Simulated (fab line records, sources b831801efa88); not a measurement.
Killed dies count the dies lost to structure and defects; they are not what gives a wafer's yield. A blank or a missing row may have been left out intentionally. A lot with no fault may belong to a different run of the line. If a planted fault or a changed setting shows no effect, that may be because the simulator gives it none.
Which tool did it? ; flow gf180mcu ; Sampling: 11 lots, 33 wafers, 6 of 602 route steps

WHAT THE GAUGES SHOWED, per wafer
GF_M2_RS_MEAS_05: measurement is done with a four-point probe. Usual: M2_ALCU_RS gives 0.0695 ohm/sq (standard deviation 0.00079).
lot;measured;on;M2_ALCU_RS (ohm/sq);flag
L228;day 18 06:42;film metro-03;0.0703 0.0704 0.0698;
L229;day 19 01:35;film metro-02;0.0690 0.0695 0.0686;
L232;day 20 09:24;film metro-03;0.0698 0.0691 0.0697;
L234;day 21 08:38;film metro-04;0.0684 0.0689 0.0686;
L236;day 21 14:10;film metro-03;0.0688 0.0692 0.0694;
L244;day 24 10:46;film metro-03;0.0700 0.0701 0.0702;
L246;day 25 01:02;film metro-02;0.0705 0.0695 0.0699;
L247;day 25 12:16;film metro-04;0.0687 0.0695 0.0689;
L248;day 25 18:58;film metro-04;0.0707 0.0710 0.0704;
L249;day 25 23:13;film metro-02;0.0699 0.0701 0.0705;
L250;day 26 01:38;film metro-02;0.0685 0.0687 0.0692;

GF_V2_RS_MEAS_24: measurement is done with a four-point probe. Usual: V2_W_RS gives 0.330 ohm/sq (standard deviation 0.0033).
lot;measured;on;V2_W_RS (ohm/sq);flag
L228;day 20 09:50;film metro-01;0.330 0.327 0.332;
L229;day 21 04:04;film metro-02;0.326 0.328 0.328;
L232;day 22 11:15;film metro-02;0.330 0.331 0.334;
L234;day 23 10:01;film metro-03;0.375 0.376 0.368;OFF
L236;day 23 15:22;film metro-02;0.366 0.372 0.366;OFF
L244;day 26 07:30;film metro-02;0.329 0.332 0.333;
L246;day 26 21:16;film metro-01;0.331 0.330 0.325;
L247;day 27 07:14;film metro-01;0.332 0.336 0.333;
L248;day 27 13:59;film metro-02;0.335 0.327 0.335;
L249;day 27 18:10;film metro-01;0.328 0.333 0.336;
L250;day 27 21:33;film metro-03;0.326 0.329 0.331;

GF_V2_THK_MEAS_25: measures by xrf. Usual: V2_W_THK gives 356 nm (standard deviation 6.3).
lot;measured;on;V2_W_THK (nm);flag
L228;day 20 09:57;film metro-01;352 356 349;
L229;day 21 04:10;film metro-02;364 360 360;
L232;day 22 11:21;film metro-02;361 360 360;
L234;day 23 10:08;film metro-03;313 314 319;OFF
L236;day 23 15:29;film metro-02;324 319 326;OFF
L244;day 26 07:37;film metro-02;358 358 354;
L246;day 26 21:23;film metro-01;346 346 350;
L247;day 27 07:22;film metro-01;344 344 345;
L248;day 27 14:07;film metro-02;357 363 354;
L249;day 27 18:17;film metro-01;350 346 342;
L250;day 27 21:40;film metro-03;363 359 356;

WHAT TOOL EACH LOT RAN ON (gives the tool, then ch and the chambers of the sampled wafers, and finally the start)
lot;GF_M2_SPUTTER_04;GF_M2_METAL_ETCH_16;GF_V2_CVD_23
L228;pvd sputter-01, day 18 06:40;rie metal-01 ch 0,1, day 19 06:40;cvd w-02 ch 0,1, day 20 09:43
L229;pvd sputter-01, day 19 01:31;rie metal-04 ch 0,1, day 20 01:53;cvd w-02 ch 0,1, day 21 03:56
L232;pvd sputter-02, day 20 09:19;rie metal-02 ch 0,1, day 21 09:59;cvd w-02 ch 0,1, day 22 11:08
L234;pvd sputter-02, day 21 08:36;rie metal-01 ch 0,1, day 22 08:44;cvd w-02 ch 0,1, day 23 09:54
L236;pvd sputter-03, day 21 14:07;rie metal-04 ch 0,1, day 22 13:36;cvd w-02 ch 0,1, day 23 15:16
L244;pvd sputter-01, day 24 10:43;rie metal-02 ch 0,1, day 25 08:08;cvd w-01 ch 0,1, day 26 07:23
L246;pvd sputter-01, day 25 00:59;rie metal-04 ch 0,1, day 25 22:32;cvd w-01 ch 0, day 26 21:10
L247;pvd sputter-02, day 25 12:14;rie metal-02 ch 0,1, day 26 08:47;cvd w-02 ch 0, day 27 07:08
L248;pvd sputter-01, day 25 18:55;rie metal-02 ch 0,1, day 26 15:23;cvd w-02 ch 0,1, day 27 13:53
L249;pvd sputter-01, day 25 23:11;rie metal-02 ch 0,1, day 26 19:59;cvd w-02 ch 0,1, day 27 18:03
L250;pvd sputter-02, day 26 01:35;rie metal-04 ch 0,1, day 26 23:20;cvd w-01 ch 0,1, day 27 21:25
- GF_M2_SPUTTER_04: material TiN, target thk 50 nm, time 41.7 s.
- GF_M2_METAL_ETCH_16: etches the open film in Cl2/BCl3, stops on SiO2, target depth 627.5 nm, time 104.6 s.
- GF_V2_CVD_23: deposits W, target thk 350 nm, time 104.94 s.

WHAT THE TOOLS THEMSELVES READ (means of the sampled wafers that have a number; where no wafer has one, the mark that the record gives instead)
GF_M2_SPUTTER_04. Usual: throttle valve pct at 29.2 %, with a standard deviation of 1.
lot;tool;throttle valve pct (%);flag
L228;pvd sputter-01;29.3;
L229;pvd sputter-01;28.5;
L232;pvd sputter-02;30.0;
L234;pvd sputter-02;29.8;
L236;pvd sputter-03;29.1;
L244;pvd sputter-01;29.3;
L246;pvd sputter-01;29.0;
L247;pvd sputter-02;29.2;
L248;pvd sputter-01;29.2;
L249;pvd sputter-01;28.5;
L250;pvd sputter-02;29.2;

GF_M2_METAL_ETCH_16. Usual: drypump motor current A 5.8 A, standard deviation 0.4; oes product au 0.972 a.u., standard deviation 0.007; throttle valve pct 28.250 %, standard deviation 0.011.
lot;tool;drypump motor current A (A);oes product au (a.u.);throttle valve pct (%);flag
L228;rie metal-01;5.7;0.969;28.256;
L229;rie metal-04;5.7;0.972;28.241;
L232;rie metal-02;6.1;0.975;28.244;
L234;rie metal-01;5.7;0.979;28.244;
L236;rie metal-04;5.7;0.974;28.238;
L244;rie metal-02;5.8;0.964;28.256;
L246;rie metal-04;5.7;0.972;28.235;
L247;rie metal-02;6.0;0.975;28.242;
L248;rie metal-02;6.0;0.962;28.261;
L249;rie metal-02;5.8;0.966;28.261;
L250;rie metal-04;5.7;0.972;28.251;

GF_V2_CVD_23. Usual: chamber pressure Torr 40.00 Torr, standard deviation 0.081; heater power outer w 486 W, standard deviation 58; heater power w 805 W, standard deviation 91.
lot;tool;chamber pressure Torr (Torr);heater power outer w (W);heater power w (W);flag
L228;cvd w-02;40.03;484;795;
L229;cvd w-02;40.01;468;764;
L232;cvd w-02;40.05;486;801;
L234;cvd w-02;39.95;467;794;
L236;cvd w-02;39.98;472;775;
L244;cvd w-01;39.97;521;849;
L246;cvd w-01;40.04;569;965;
L247;cvd w-02;40.13;508;825;
L248;cvd w-02;39.98;471;783;
L249;cvd w-02;40.00;472;789;
L250;cvd w-01;39.97;521;868;

THE ANSWER, worked out from the rows above alone
Rule: take the mean of a lot's wafers that have a number; if it is more than 3 standard deviations from the usual mean, the lot is off. Also off: a lot with no number at a reading for which 4 or more lots have one. Any other lot the step has rows for is counted as sound. The gauges are gone through in route order, then the tools' own readings, and for those a lot's mean is taken as printed above. At the first step where some lot is off, the reading lying furthest off is the one used; lots without a number count as furthest.
Off: at GF_V2_RS_MEAS_24 (V2_W_RS), L234, L236.
A tool fits if, at a process step before that reading, it ran every lot that is off, and no sound lot after the first of them. The gauges at GF_V2_RS_MEAS_24 are tried like those tools. Of those tried, none fits.

WHAT THE SIMULATOR PUT IN
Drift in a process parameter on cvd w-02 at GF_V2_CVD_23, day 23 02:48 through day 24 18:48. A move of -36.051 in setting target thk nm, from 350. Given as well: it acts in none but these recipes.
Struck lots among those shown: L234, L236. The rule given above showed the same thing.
